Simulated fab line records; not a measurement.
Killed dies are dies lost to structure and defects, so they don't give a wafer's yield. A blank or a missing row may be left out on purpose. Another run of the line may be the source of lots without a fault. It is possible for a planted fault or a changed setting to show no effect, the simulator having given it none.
What tool caused it? ; flow gf180mcu ; 39 wafers from 13 lots sampled at 6 of the route's 602 steps

== WHAT THE GAUGES SHOWED, per wafer ==
GF_POLY_GATE_CD_MEAS_10 targets a cd of 280 nm. Usual: cd nm at 280.1 nm, with a standard deviation of 1.1.
lot;measured;on;cd nm (nm);flag
L346;day 9 05:59;cd sem-01;280.5 280.3 280.5;
L347;day 9 13:07;cd sem-01;281.1 281.2 281.6;
L349;day 10 02:57;cd sem-02;280.0 279.9 280.8;
L357;day 12 08:10;cd sem-01;279.4 280.3 279.9;
L358;day 12 17:13;cd sem-01;279.6 278.6 279.2;
L362;day 13 23:46;cd sem-02;279.8 278.4 278.4;
L363;day 14 08:28;cd sem-01;280.9 281.4 280.8;
L364;day 14 11:59;cd sem-02;278.7 281.9 281.4;
L365;day 14 21:16;cd sem-01;281.0 282.0 281.5;
L366;day 15 02:07;cd sem-01;280.8 281.6 281.4;
L367;day 15 09:54;cd sem-02;279.2 280.8 281.3;
L368;day 15 17:16;cd sem-01;278.3 277.9 278.6;
L369;day 16 00:21;cd sem-02;281.6 280.1 280.5;

GF_NSD_CD_MEAS_07 targets a cd of 400 nm. Usual: cd nm at 399.5 nm, with a standard deviation of 2.1.
lot;measured;on;cd nm (nm);flag
L346;day 13 11:46;cd sem-01;397.1 396.8 397.5;
L347;day 13 16:49;cd sem-02;397.5 398.1 396.2;
L349;day 14 09:24;cd sem-02;400.1 401.5 400.1;
L357;day 17 01:03;cd sem-02;397.4 398.2 398.1;
L358;day 17 09:52;cd sem-02;- - -;OFF
L362;day 19 01:09;cd sem-01;398.4 399.3 398.3;
L363;day 19 09:46;cd sem-01;394.7 395.6 396.5;
L364;day 19 12:52;cd sem-01;399.5 402.6 399.0;
L365;day 19 23:31;cd sem-02;397.2 398.4 398.2;
L366;day 20 04:10;cd sem-01;401.8 403.3 401.5;
L367;day 20 14:40;cd sem-02;401.6 401.0 400.4;
L368;day 20 22:04;cd sem-01;402.2 400.4 403.5;
L369;day 21 05:04;cd sem-01;396.1 394.6 397.9;

GF_NSD_TW_MEAS_12. Usual: NSD_TW 4281, standard deviation 33.
lot;measured;on;NSD_TW;flag
L346;day 13 12:19;film metro-02;4309 4297 4347;
L347;day 13 17:22;film metro-02;4311 4311 4308;
L349;day 14 09:58;film metro-02;4313 4325 4304;
L357;day 17 01:37;film metro-01;4270 4262 4218;
L358;day 17 10:23;film metro-02;30 30 30 30 31 30;OFF
L362;day 19 02:01;film metro-04;4250 4232 4244;
L363;day 19 10:19;film metro-01;4257 4244 4248;
L364;day 19 13:25;film metro-01;4257 4226 4264;
L365;day 20 00:02;film metro-01;4283 4289 4268;
L366;day 20 04:43;film metro-01;4264 4276 4274;
L367;day 20 15:13;film metro-02;4308 4280 4281;
L368;day 20 22:37;film metro-02;4302 4323 4321;
L369;day 21 05:35;film metro-01;4246 4262 4239;

GF_PSD_TW_MEAS_11. Usual: PSD_TW 3202, standard deviation 25.
lot;measured;on;PSD_TW;flag
L346;day 14 09:10;film metro-02;3230 3233 3220;
L347;day 14 14:19;film metro-04;3188 3175 3174;
L349;day 15 07:16;film metro-01;3196 3171 3195;
L357;day 18 00:19;film metro-02;3230 3253 3235;
L362;day 20 02:25;film metro-02;3221 3208 3227;
L363;day 20 11:19;film metro-01;3181 3190 3202;
L364;day 20 13:28;film metro-02;3220 3207 3210;
L365;day 21 00:41;film metro-02;3232 3220 3233;
L366;day 21 05:43;film metro-04;3196 3171 3183;
L367;day 21 15:13;film metro-02;3238 3210 3234;
L368;day 21 22:13;film metro-04;3186 3177 3168;
L369;day 22 05:23;film metro-02;3220 3218 3221;

GF_CONTACT_CD_MEAS_14 targets a cd of 220 nm. Usual: cd nm at 220.4 nm, with a standard deviation of 1.5.
lot;measured;on;cd nm (nm);flag
L346;day 16 06:26;cd sem-01;219.8 217.7 220.9;
L347;day 16 11:52;cd sem-01;222.0 221.0 222.1;
L349;day 17 05:40;cd sem-01;220.5 219.9 219.4;
L357;day 20 01:48;cd sem-02;220.0 220.2 219.5;
L362;day 22 04:13;cd sem-02;219.3 218.8 218.6;
L363;day 22 12:28;cd sem-01;220.5 219.9 221.7;
L364;day 22 14:44;cd sem-01;220.9 219.0 220.4;
L365;day 23 00:47;cd sem-02;222.5 220.9 223.1;
L366;day 23 07:00;cd sem-02;219.2 217.7 219.4;
L367;day 23 15:20;cd sem-02;221.0 221.3 222.2;
L368;day 23 22:01;cd sem-01;217.2 219.2 217.8;
L369;day 24 04:35;cd sem-02;221.1 219.9 220.8;

== WHAT TOOL EACH LOT RAN ON (gives the tool, then ch and the chambers of the sampled wafers, and finally the start) ==
lot;GF_NSD_EXPOSE_04
L346;iline stepper-01 ch 0, day 13 01:42
L347;iline stepper-01 ch 0, day 13 07:28
L349;iline stepper-02 ch 0, day 13 23:17
L357;iline stepper-02 ch 0, day 16 13:46
L358;iline stepper-02 ch 0, day 16 22:01
L362;iline stepper-02 ch 0, day 18 13:05
L363;iline stepper-01 ch 0, day 18 21:29
L364;iline stepper-01 ch 0, day 19 01:20
L365;iline stepper-02 ch 0, day 19 11:20
L366;iline stepper-02 ch 0, day 19 15:39
L367;iline stepper-02 ch 0, day 20 02:55
L368;iline stepper-01 ch 0, day 20 09:50
L369;iline stepper-02 ch 0, day 20 16:52
- GF_NSD_EXPOSE_04: exposes mask Nplus, target cd 400 nm.

== WHAT THE TOOLS THEMSELVES READ (means of the sampled wafers that have a number; where no wafer has one, the mark that the record gives instead) ==
The record holds no such reading with a usual standard deviation.

== THE ANSWER, worked out from the rows above alone ==
Rule: lot off if the mean of its wafers having a number is beyond 3 standard deviations from the usual mean. A lot without any number at a reading at which 4 lots or more have one is off too. The other lots that the step has rows for count as sound. The gauges are gone through in route order, then the tools' own readings, and for those a lot's mean is taken as printed above. The first step at which some lot is off is used, and at that step the reading that is off furthest; a lot without a number counts as furthest.
Off: L358 (GF_NSD_CD_MEAS_07, cd nm). Without a number there: L358.
If a tool, at a process step before that reading, ran all the lots that are off and no sound lot after the first of them, it fits. The gauges at GF_NSD_CD_MEAS_07 aren't tried: what is off there is off at GF_NSD_TW_MEAS_12 too, on other tools, and a gauge's error can't cause that. No candidate that was tried fits.

== WHAT HAD BEEN PUT IN BY THE SIMULATOR ==
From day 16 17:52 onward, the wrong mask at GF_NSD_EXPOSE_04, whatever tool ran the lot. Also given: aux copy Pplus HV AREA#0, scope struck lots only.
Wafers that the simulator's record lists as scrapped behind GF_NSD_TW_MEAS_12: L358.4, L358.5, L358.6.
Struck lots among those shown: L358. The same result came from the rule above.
